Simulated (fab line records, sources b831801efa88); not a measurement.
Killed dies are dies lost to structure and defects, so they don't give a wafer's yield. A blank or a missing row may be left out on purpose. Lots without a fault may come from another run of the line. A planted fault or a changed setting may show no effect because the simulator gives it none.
fab line records | flow gf180mcu
record lots=7 wafers=21 last_day=34
route steps=602 shown PSD@258 NSD@262 SAB@264
lots that met no fault: from a run of the same line without faults
start_h: hours from the record's first day to the start of the lot's first wafer shown | wait_h: hours since the lot's step before | " the same as in the row above | L1.1+2: a row that stands for several wafers | - no value, or no start given | * or withheld: withheld | < > ~ a bound
route shown NAME@n: a module of which the file shows steps, and the number in the route of the first | usual: mean/standard deviation of fault-free wafers | same: alike in all rows | chamber/n: place in a boat | sites: the reading at each site | _std_site: their standard deviation | _edge_site: outer sites' mean less inner sites' | radius_mm: how far each site lies from the wafer's centre | mask NAME#n: copy n | behind: the tool/chamber that last shaped the wafer | hold: why the lot was held/for how many hours/how that ended | device: the transistor (n, p or np) that didn't switch | end of line: the same wafers' tests at the end of the route | a step without rows: its recipe alone | killed: dies lost to structure and defects at the first sort, not the wafer's yield | map: a wafer's dies, x killed, . not, _ none there
set.NAME: the setting as run; set.NAME@STEP: as run at that earlier step | model.NAME: the simulator's own value behind a step, which no gauge read
lots at some steps of the route; a table a step, a row a wafer
services: from which hour (start_h, from the record's first day; less than 0 if before it) a tool's chamber was out of use, for how many hours, and why
## steps
# step GF_PSD_STRIP_10
# recipe chemistry=O2/N2 power_w=1400 pressure_mtorr=1500 platen_temp_c=250 o2_flow_sccm=3000 n2_flow_sccm=300 overash_fraction=0.5
# usual drypump_motor_current_A=5.5/0.42 heater_power_w=339/25 oes_product_au=0.593/0.005 strip_time_to_endpoint_s=16.52/0.039
# columns lot.wafer tool chamber start_h wait_h drypump_motor_current_A heater_power_w oes_product_au rf_hours_counter_h strip_time_to_endpoint_s
L301.2 plasma_asher-01 1 346.87 0.1 5.3 323 0.593 73 16.59
L301.4 " 1 " " 5.2 337 0.586 - 16.55
L301.6 " 0 " " 5.7 379 0.596 - 16.60
L304.2 plasma_asher-01 0 384.77 0.1 5.7 375 0.593 76 16.50
L304.3 " 0 " " 5.7 387 0.580 - 16.50
L304.5 " 1 " " 5.2 334 0.592 - 16.51
L305.1 plasma_asher-03 0 401.32 0.1 5.9 312 0.596 70 16.51
L305.5 " 1 " " 6.0 355 0.596 - 16.48
L305.6 " 0 " " 5.9 306 0.590 - 16.52
L306.1 plasma_asher-03 0 405.67 0.1 5.9 307 0.598 70 16.52
L306.2 " 1 " " 5.9 360 0.586 70 16.49
L306.4 " 1 " " 6.0 353 0.586 - 16.47
L307.1 plasma_asher-01 1 424.17 0.1 5.3 332 0.595 81 16.49
L307.2 " 0 " " 5.7 380 0.601 81 16.57
L307.3 " 0 " " 5.7 381 0.597 - 16.58
L314.1 plasma_asher-02 0 479.42 0.1 4.8 318 0.594 69 16.51
L314.5 " 1 " " 5.6 353 0.596 - 16.52
L314.6 " 0 " " 4.8 308 0.596 - 16.53
L317.1 plasma_asher-02 1 504.32 0.1 5.6 343 0.591 72 16.48
L317.2 " 0 " " 4.8 319 0.588 72 16.47
L317.3 " 1 " " 5.6 353 0.590 - 16.49
# step GF_PSD_TW_MEAS_11
# usual PSD_TW=3177/22
# columns lot.wafer tool chamber start_h wait_h PSD_TW
L301.2 film_metro-02 - 346.98 0.1 3194
L301.4 " - " " 3193
L301.6 " - " " 3208
L304.2 film_metro-03 - 384.88 0.1 3181
L304.3 " - " " 3179
L304.5 " - " " 3184
L305.1 film_metro-02 - 401.42 0.1 3195
L305.5 " - " " 3173
L305.6 " - " " 3200
L306.1 film_metro-02 - 405.77 0.1 3177
L306.2 " - " " 3177
L306.4 " - " " 3193
L307.1 film_metro-02 - 424.27 0.1 3164
L307.2 " - " " 3185
L307.3 " - " " 3167
L314.1 film_metro-02 - 479.52 0.1 3132
L314.5 " - " " 3134
L314.6 " - " " 3112
L317.1 film_metro-03 - 504.42 0.1 3162
L317.2 " - " " 3176
L317.3 " - " " 3169
# step GF_PSD_CLEAN_12
# recipe chemistry=SC1/SC2 mix=1:4:20 temp_c=70 time_s=150 dry=n2_spin
# step GF_PSD_RTA_13
# recipe temp_c=1025 time_s=20 ambient=N2
# usual lamp_power_pct=33.4/2.5 wafer_temp_C_max=1028.1/0.77
# columns lot.wafer tool chamber start_h wait_h lamp_power_pct wafer_temp_C_max
L301.2 rtp_anneal-01 0 347.09 0.0 36.3 1027.2
L301.4 " 0 " " 36.3 1027.8
L301.6 " 0 " " 36.3 1027.8
L304.2 rtp_anneal-02 0 384.99 0.0 31.3 1027.8
L304.3 " 0 " " 31.3 1028.5
L304.5 " 0 " " 31.3 1027.8
L305.1 rtp_anneal-02 0 401.53 0.0 31.2 1028.6
L305.5 " 0 " " 31.3 1027.8
L305.6 " 0 " " 31.2 1027.9
L306.1 rtp_anneal-01 0 405.88 0.0 36.4 1028.4
L306.2 " 0 " " 36.3 1027.4
L306.4 " 0 " " 36.4 1027.3
L307.1 rtp_anneal-01 0 424.49 0.0 36.3 1027.4
L307.2 " 0 " " 36.4 1027.4
L307.3 " 0 " " 36.3 1027.7
L314.1 rtp_anneal-01 0 479.64 0.0 36.3 1027.2
L314.5 " 0 " " 36.3 1027.1
L314.6 " 0 " " 36.3 1027.8
L317.1 rtp_anneal-02 0 504.53 0.0 31.3 1029.1
L317.2 " 0 " " 31.3 1029.4
L317.3 " 0 " " 31.3 1028.4
# step GF_PSD_RS_MEAS_14
# recipe thk_meas_gauge=four-point-probe
# usual NSD_RS=46.18/0.082
# columns lot.wafer tool chamber start_h wait_h NSD_RS[ohm/sq]
L301.2 film_metro-03 - 347.18 0.1 46.29
L301.4 " - " " 46.33
L301.6 " - " " 46.39
L304.2 film_metro-01 - 385.08 0.1 46.14
L304.3 " - " " 46.15
L304.5 " - " " 46.21
L305.1 film_metro-01 - 401.61 0.1 46.19
L305.5 " - " " 46.12
L305.6 " - " " 46.08
L306.1 film_metro-03 - 405.96 0.1 46.25
L306.2 " - " " 46.18
L306.4 " - " " 46.09
L307.1 film_metro-03 - 424.58 0.1 46.08
L307.2 " - " " 46.15
L307.3 " - " " 46.15
L314.1 film_metro-01 - 479.72 0.1 46.17
L314.5 " - " " 46.29
L314.6 " - " " 46.29
L317.1 film_metro-01 - 504.61 0.1 46.19
L317.2 " - " " 46.17
L317.3 " - " " 46.07
# step GF_PSD_RS_MEAS_15
# recipe thk_meas_gauge=four-point-probe
# usual PSD_RS=108.7/0.3
# columns lot.wafer tool chamber start_h wait_h PSD_RS[ohm/sq]
L301.2 film_metro-03 - 347.30 0.1 109.1
L301.4 " - " " 109.1
L301.6 " - " " 109.2
L304.2 film_metro-01 - 385.20 0.1 108.2
L304.3 " - " " 108.6
L304.5 " - " " 108.8
L305.1 film_metro-01 - 401.73 0.1 108.5
L305.5 " - " " 108.1
L305.6 " - " " 108.5
L306.1 film_metro-03 - 406.08 0.1 109.1
L306.2 " - " " 108.8
L306.4 " - " " 108.7
L307.1 film_metro-03 - 424.70 0.1 108.3
L307.2 " - " " 108.3
L307.3 " - " " 108.3
L314.1 film_metro-01 - 479.84 0.1 108.8
L314.5 " - " " 108.8
L314.6 " - " " 109.1
L317.1 film_metro-01 - 504.73 0.1 108.6
L317.2 " - " " 108.6
L317.3 " - " " 108.5
# step GF_SAB_CVD_00
# recipe material=SiO2 target_thk_nm=50 precursor=TEOS temp_c=400 time_s=4.9302 rf_w=600
# usual heater_power_w=651/79
# columns lot.wafer tool chamber start_h wait_h heater_power_w
L301.2 pecvd-04 0 347.40 0.1 596
L301.4 " 1 " " 604
L301.6 " 0 " " 599
L304.2 pecvd-02 1 385.30 0.1 614
L304.3 " 2 " " 617
L304.5 " 2 " " 622
L305.1 pecvd-02 2 401.85 0.1 680
L305.5 " 2 " " 686
L305.6 " 1 " " 632
L306.1 pecvd-03 2 406.20 0.1 666
L306.2 " 0 " " 715
L306.4 " 1 " " 632
L307.1 pecvd-04 0 424.82 0.1 565
L307.2 " 1 " " 533
L307.3 " 2 " " 655
L314.1 pecvd-02 0 479.96 0.1 652
L314.5 " 1 " " 653
L314.6 " 0 " " 645
L317.1 pecvd-04 2 504.85 0.1 564
L317.2 " 0 " " 558
L317.3 " 1 " " 516
# step GF_SAB_THK_MEAS_01
# recipe reads=SiO2_of_SAB_CVD_00
# usual SAB_CVD_00_THK=50.0/0.66
# columns lot.wafer tool chamber start_h wait_h SAB_CVD_00_THK[nm]
L301.2 film_metro-04 - 347.43 0.0 49.7
L301.4 " - " " 50.5
L301.6 " - " " 50.9
L304.2 film_metro-04 - 385.33 0.0 50.5
L304.3 " - " " 49.4
L304.5 " - " " 50.6
L305.1 film_metro-02 - 401.87 0.0 49.5
L305.5 " - " " 50.3
L305.6 " - " " 51.1
L306.1 film_metro-02 - 406.22 0.0 49.8
L306.2 " - " " 50.1
L306.4 " - " " 50.7
L307.1 film_metro-02 - 424.84 0.0 49.4
L307.2 " - " " 50.4
L307.3 " - " " 49.4
L314.1 film_metro-02 - 479.98 0.0 49.6
L314.5 " - " " 50.2
L314.6 " - " " 50.1
L317.1 film_metro-03 - 504.92 0.1 49.4
L317.2 " - " " 50.2
L317.3 " - " " 50.2
# step GF_SAB_DEHYDRATE_02
# recipe temp_c=200 time_s=60
# step GF_SAB_HMDS_03
# recipe prime_time_s=60 prime_temp_c=120
# step GF_SAB_COAT_04
# recipe resist=NOVOLAK spin_rpm=3000 resist_thk_nm=1000
# step GF_SAB_SOFTBAKE_05
# recipe temp_c=90 time_s=60 resist=NOVOLAK
# step GF_SAB_EXPOSE_06
# recipe mask_id=SAB target_cd_nm=420 na=0.6 source_shape=conventional sigma_outer=0.6 dose_mj=140
# usual exposure_dose_mJ_cm2=140.02/0.15 focus_offset_nm=-0.1/0.46
# columns lot.wafer tool chamber start_h wait_h mask exposure_dose_mJ_cm2 focus_offset_nm
L301.2 iline_stepper-01 0 358.26 - SAB#0 140.30 0.4
L301.4 " 0 " " SAB#0 140.05 0.0
L301.6 " 0 " " SAB#0 140.21 -0.4
L304.2 iline_stepper-02 - 396.28 - SAB#0 - -
L304.3 " - " " SAB#0 - -
L304.5 " - " " SAB#0 - -
L305.1 iline_stepper-02 - 413.22 - SAB#0 - -
L305.5 " - " " SAB#0 - -
L305.6 " - " " SAB#0 - -
L306.1 iline_stepper-02 - 418.21 - SAB#0 - -
L306.2 " - " " SAB#0 - -
L306.4 " - " " SAB#0 - -
L307.1 iline_stepper-02 0 436.91 - SAB#0 140.10 -0.1
L307.2 " 0 " " SAB#0 140.19 -1.0
L307.3 " 0 " " SAB#0 140.11 -0.5
L314.1 iline_stepper-01 0 491.66 - SAB#0 140.16 -0.5
L314.5 " 0 " " SAB#0 139.89 -0.1
L314.6 " 0 " " SAB#0 139.89 -0.5
L317.1 iline_stepper-02 0 516.62 - SAB#0 139.95 0.3
L317.2 " 0 " " SAB#0 139.99 -0.6
L317.3 " 0 " " SAB#0 139.93 -0.3
# step GF_SAB_PEB_07
# recipe temp_c=withheld time_s=* resist=NOVOLAK
## services
# columns tool chamber start_h hours kind
pecvd-04 - 323.74 2.5 repair
pecvd-04 - 326.23 2.8 pm
plasma_asher-03 - 338.73 5.0 repair
pecvd-03 - 355.25 2.8 pm
iline_stepper-01 - 366.20 2.1 pm
pecvd-04 1 368.75 3.2 repair
pecvd-04 - 368.88 14.0 pm
pecvd-04 0 368.88 14.0 vent_cycle
pecvd-04 1 368.88 14.0 vent_cycle
pecvd-04 2 368.88 14.0 vent_cycle
pecvd-03 - 371.84 0.5 repair
plasma_asher-01 - 377.67 1.2 repair
pecvd-04 0 382.88 - clean
plasma_asher-02 - 387.03 3.5 repair
plasma_asher-01 - 392.22 1.3 repair
pecvd-02 1 392.46 2.3 repair
iline_stepper-02 - 392.85 1.7 pm
pecvd-02 - 396.50 0.6 repair
plasma_asher-03 - 421.25 9.0 pm
iline_stepper-02 - 423.25 4.4 pm
iline_stepper-01 - 442.61 4.4 pm
plasma_asher-01 - 462.37 22.5 repair
plasma_asher-03 - 481.91 1.9 repair
plasma_asher-01 - 500.35 6.8 repair
## key
first_sign step=GF_SAB_EXPOSE_06 reading=tool_record direction=missing
effect none on later readings
met_at GF_SAB_EXPOSE_06
struck_wafers L304.2,L304.3,L304.5,L305.1,L305.5,L305.6,L306.1,L306.2,L306.4
later_rows_left_out L304.2,L304.3,L304.5,L305.1,L305.5,L305.6,L306.1,L306.2,L306.4
sort_left_out L304.2,L304.3,L304.5,L305.1,L305.5,L305.6,L306.1,L306.2,L306.4
tester_left_out L304,L305,L306
fault kind=skipped_step_whole tool=iline_stepper-02 chamber=- onset_h=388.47 steps=GF_SAB_EXPOSE_06 scope=struck_lots_only
# tester_left_out: of these lots the tester's yield and bins aren't shown, on N5 and GAA mostly nor the transistor test; their killed dies are dies lost to structure and defects alone, not to doping, threshold or leakage, so they don't give the yield
# sort_left_out: the simulated sort isn't trusted on such a fault, so these wafers' sort isn't shown, and their yield isn't known
# later_rows_left_out: the simulator's readings of these wafers behind a module that went badly wrong aren't trusted and aren't shown, but for the sort
